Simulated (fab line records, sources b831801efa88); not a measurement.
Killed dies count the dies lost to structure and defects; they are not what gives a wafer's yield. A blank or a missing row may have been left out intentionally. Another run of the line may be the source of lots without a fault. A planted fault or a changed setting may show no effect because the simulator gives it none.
A single fault, viewed from 2 desks + flow sky130 + each desk holds nothing but its own numbers, with what lay behind them at the end

DESK OF THE TOOL OWNER: furnace-02
The tool's own readings at SKY_GATE_OXIDE_OXIDATION_01 (stabilise 600 s, purge 300 s, target thk 10.268 nm): means of the sampled wafers that have a number, for each lot that ran on this tool. A lot is out of limits, marked OUT, if its mean lies more than 4 standard deviations from the usual mean; the brackets give that distance. Of its 9 readings 7 are shown: the one that was out of limits first, and those that lie furthest out on some lot.
Columns: A = spike_tc_bottom_C at SKY_GATE_OXIDE_OXIDATION_01, usual 921.4 C; B = spike_tc_centre_C at SKY_GATE_OXIDE_OXIDATION_01, usual 899.6 C; C = spike_tc_lower_C at SKY_GATE_OXIDE_OXIDATION_01, usual 899.3 C; D = spike_tc_top_C at SKY_GATE_OXIDE_OXIDATION_01, usual 907.1 C; E = spike_tc_upper_C at SKY_GATE_OXIDE_OXIDATION_01, usual 900.2 C; F = tube_center_temp_C at SKY_GATE_OXIDE_OXIDATION_01, usual 900 C; G = tube_center_temp_C_max at SKY_GATE_OXIDE_OXIDATION_01, usual 902.3
| lot  | first seen here | A               | B               | C               | D                | E               | F                     | G               |
|------|-----------------|-----------------|-----------------|-----------------|------------------|-----------------|-----------------------|-----------------|
| L539 | day 13 17:11    | 921.1           | 900.3           | 898.7           | 907.5            | 900.2           | 900                   | 902.3           |
| L542 | day 14 04:24    | 920.7           | 899.9           | 898.1           | 909.3            | 899.4           | 900                   | 902.2           |
| L543 | day 14 15:06    | 920.4           | 899.8           | 898.9           | 908.6            | 900.6           | 900                   | 902.3           |
| L545 | day 15 07:16    | 921.0           | 898.2           | 899.2           | 908.7            | 900.5           | 900                   | 902.4           |
| L546 | day 15 17:37    | 920.2           | 899.2           | 898.7           | 908.7            | 901.2           | 900                   | 902.1           |
| L549 | day 16 12:01    | 920.9           | 900.5           | 898.3           | 909.1            | 900.9           | 900                   | 902.1           |
| L560 | day 20 16:38    | 907.9 (-11) OUT | 886.3 (-14) OUT | 886.5 (-13) OUT | 896.2 (-4.9) OUT | 887.0 (-13) OUT | 887 (-99 or more) OUT | 889.1 (-38) OUT |
| L561 | day 20 19:17    | 907.7 (-11) OUT | 887.0 (-13) OUT | 885.4 (-14) OUT | 895.0 (-5.5) OUT | 887.1 (-13) OUT | 887 (-99 or more) OUT | 889.4 (-37) OUT |
This desk finds L560, L561 out of limits, L560 being first, at day 20 16:38 (spike_tc_bottom_C at SKY_GATE_OXIDE_OXIDATION_01). L539, L542, L543, L545, L546, L549: within limits.

THE METROLOGY DESK
Means of the sampled wafers that have a number, per lot and without regard to the tool the lot ran on: this is what the gauges read. A lot is out of limits, marked OUT, if its mean lies more than 4 standard deviations from the usual mean; the brackets give that distance.
Columns: A = VT_ADJUST_HVTP_OVL at SKY_VT_ADJUST_HVTP_OVL_MEAS_08, usual -0.5 nm; B = GATE_OXIDE_OXIDATION_00_THK at SKY_GATE_OXIDE_THK_MEAS_02, usual 10.31 nm; C = cd_nm at SKY_POLY_CUT_CD_MEAS_08, usual 270.2 nm
| lot  | first seen here | A    | B               | C     |
|------|-----------------|------|-----------------|-------|
| L539 | day 6 16:49     | -1.3 | 10.06           | 268.7 |
| L540 | day 6 18:01     | -1.2 | 10.32           | 271.0 |
| L541 | day 7 01:29     | 1.3  | 10.18           | 269.5 |
| L542 | day 7 04:38     | 0.8  | 10.15           | 272.5 |
| L543 | day 7 09:50     | 0.3  | 10.26           | 270.1 |
| L545 | day 7 22:13     | 1.3  | 10.60           | 268.5 |
| L546 | day 8 06:10     | 0.2  | 10.38           | 271.8 |
| L548 | day 8 16:07     | 0.2  | 10.26           | 270.9 |
| L549 | day 8 23:07     | -0.5 | 10.51           | 269.6 |
| L560 | day 12 02:43    | -0.2 | 8.99 (-8.8) OUT | 272.6 |
| L561 | day 12 04:55    | -2.7 | 8.79 (-10) OUT  | 269.8 |
This desk reports L560, L561 out of limits; the earliest was L560 at day 20 18:02 (GATE_OXIDE_OXIDATION_00_THK at SKY_GATE_OXIDE_THK_MEAS_02). L539, L540, L541, L542, L543, L545, L546, L548, L549: within limits.

TAKEN TOGETHER
An alarm could have come from the tool owner's desk at day 20 16:38, on L560, L561.
L560, L561 would have let the metrology desk raise an alarm at day 20 18:02.
SKY_GATE_OXIDE_OXIDATION_01 was run on furnace-02 by each of the lots named.

WHAT THE SIMULATOR PUT IN
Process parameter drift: furnace-02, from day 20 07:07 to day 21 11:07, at SKY_GATE_OXIDE_OXIDATION_01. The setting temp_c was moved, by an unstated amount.
Struck lots among those shown: L560, L561.
Hours from the fault's start to each desk's first reading out of limits: the tool owner's desk, 10; the metrology desk, 11.
